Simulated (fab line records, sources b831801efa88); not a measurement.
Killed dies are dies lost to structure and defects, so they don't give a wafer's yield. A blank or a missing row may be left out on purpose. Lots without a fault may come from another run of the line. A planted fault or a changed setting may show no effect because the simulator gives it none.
A struck lot beside a sound one | flow sky130 | 16 steps out of a route of 708
Sound: wafers L983.3, L983.4, L983.5. Struck: wafers L977.2, L977.3, L977.6. The cause comes at the end.
At each step with rows: each side's tool, then ch and its chambers, then its first start. Under that, the readings that differ: sound wafers | struck wafers | difference of the means | sigmas: that difference in standard deviations of wafers without a fault.
alike: readings whose means differ by less than 2 such deviations, and words and numbers that are the same on both sides. not compared: withheld readings, readings that some wafer has no value for, bounds like >300 that may hide the same value, and numbers for which the record gives no deviation and whose values overlap.
The two part at a step that has a row with sigmas, a row that says differs or no value, or rows on one side only. Numbers that don't overlap but have no deviation are shown without sigmas and don't part them. A reading that every wafer of one side lacks parts them only if that side has two wafers or more.

first, 7 steps without rows for these wafers: SKY_METAL4_HMDS_06 (prime time 60 s); SKY_METAL4_COAT_07 (resist thk 60 nm); SKY_METAL4_COAT_08 (resist thk 1140 nm); SKY_METAL4_SOFTBAKE_09 (time 90 s); SKY_METAL4_EXPOSE_10 (exposes mask MM4, target cd 300 nm); SKY_METAL4_PEB_11; SKY_METAL4_DEVELOP_12 (develop time 60 s).
SKY_METAL4_CD_MEAS_13: target cd 300 nm.
  sound on cd_sem-01, day 45 06:46; struck on cd_sem-02, day 44 17:07
  alike: cd_nm
SKY_METAL4_OVL_MEAS_14:
  sound on overlay-01, day 45 06:52; struck on overlay-01, day 44 17:13
  alike: METAL4_OVL
SKY_METAL4_DESCUM_15: chemistry O2, time 8 s.
  sound on rie_metal-03 ch 0,1, day 45 06:54; struck on rie_metal-03 ch 0, day 44 17:14
  alike: drypump_motor_current_A, oes_product_au
  not compared: rf_hours_counter_h
SKY_METAL4_ETCH_16: etches BARC in N2/H2, stops on SiO2, time 88.2 s, target depth 60 nm.
  sound on rie_metal-03 ch 0,1, day 45 06:57; struck on rie_metal-03 ch 0, day 44 17:16
  alike: bias_w, chamber_pressure_mTorr, drypump_motor_current_A, oes_product_au, throttle_valve_pct
  not compared: rf_hours_counter_h
SKY_METAL4_ETCH_17: etches SiO2 in C4F8/O2/Ar, stops on TiN, time 3.9 s, target depth 15 nm.
  sound on rie_diel-03 ch 1,2, day 45 07:01; struck on rie_diel-04 ch 0,3, day 44 17:22
  alike: bias_w, chamber_pressure_mTorr, oes_product_au
  not compared: rf_hours_counter_h
SKY_METAL4_METAL_ETCH_18: etches the open film in Cl2/BCl3, stops on SiO2, target depth 845 nm, time 183.1 s.
  sound on rie_metal-02 ch 0,1, day 45 07:06; struck on rie_metal-01 ch 0,1, day 44 17:23
  no value came back on the struck wafers for any of 5 readings (bcl3_flow_sccm (sccm), bias_w (W) and others); on the sound wafers bcl3_flow_sccm (sccm) reads 30.00 29.96 30.13
  reading                                       | sound             | struck            | difference | sigmas
  model.KrF-thick_of_METAL4_COAT_08.thk_nm (nm) | 544 528.8 542.2   | 1076 1078 1077    | +539       |
  model.SiO2_of_VIA3_HDPCVD_00.thk_nm (nm)      | 438.4 436.7 435.1 | 462.2 463.5 461.5 | +25.7      |
  model.METAL4.cd_nm (nm)                       | 286.7 293.8 298.7 | 301.3 301.3 301.6 | +8.3       |
  not compared: rf_hours_counter_h
SKY_METAL4_STRIP_19: strips in O2/N2.
  sound on plasma_asher-01 ch 0,1, day 45 07:15; struck on plasma_asher-01 ch 0,1, day 44 17:34
  reading                      | sound             | struck            | difference | sigmas
  oes_product_au (a.u.)        | 0.516 0.505 0.510 | 0.718 0.706 0.721 | +0.205     | +27
  strip_time_to_endpoint_s (s) | 6.70 6.54 6.70    | 11.85 11.88 11.87 | +5.22      | +37
  alike: drypump_motor_current_A
  not compared: rf_hours_counter_h
then, 1 step without rows for these wafers: SKY_METAL4_STRIP_20 (strips in post etch residue remover, time 1200 s).
-- the record jumps here: 4 days lie between the struck wafers' starts before and after (it left off in module METAL4 and takes up again in module PAD_OPEN, whose first step shown is number 708 of the route) --
SKY_PAD_OPEN_PROBE_99:
  sound on prober-02, day 48 21:11; struck on prober-01, day 48 09:46
  reading                  | sound          | struck         | difference | sigmas
  defect_limited_yield (%) | 83.1 84.1 82.9 | 0 0 0          | -83        | -46
  killed_at_M4_up          | 0 2 1          | 411 406 387    | +400       | +99 or more
  killed_dies              | 83 78 84       | 492 492 492    | +410       | +47
  killed_on_rim            | 22 18 16       | 96 96 96       | +77        | +20
  sort_bin_5_function (%)  | 9.1 10.6 9.3   | 92.9 93.5 91.3 | +82.9      | +59
  sort_n_pass              | 409 414 408    | 0 0 0          | -410       | -47
  sort_yield_pct (%)       | 83.1 84.1 82.9 | 0 0 0          | -83        | -46
  alike: killed_at_M0_to_M3, killed_at_contacts, killed_at_front_end, killed_at_other, killed_open, killed_short, sort_bin_3_pad_short, sort_bin_6_memory

WHERE THEY PART
First at SKY_METAL4_METAL_ETCH_18; last, within this record, at SKY_PAD_OPEN_PROBE_99.

WHY: what the simulator had put in
Skipped step whole: rie_metal-01, from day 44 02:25 on, at SKY_METAL4_METAL_ETCH_18. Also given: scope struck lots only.
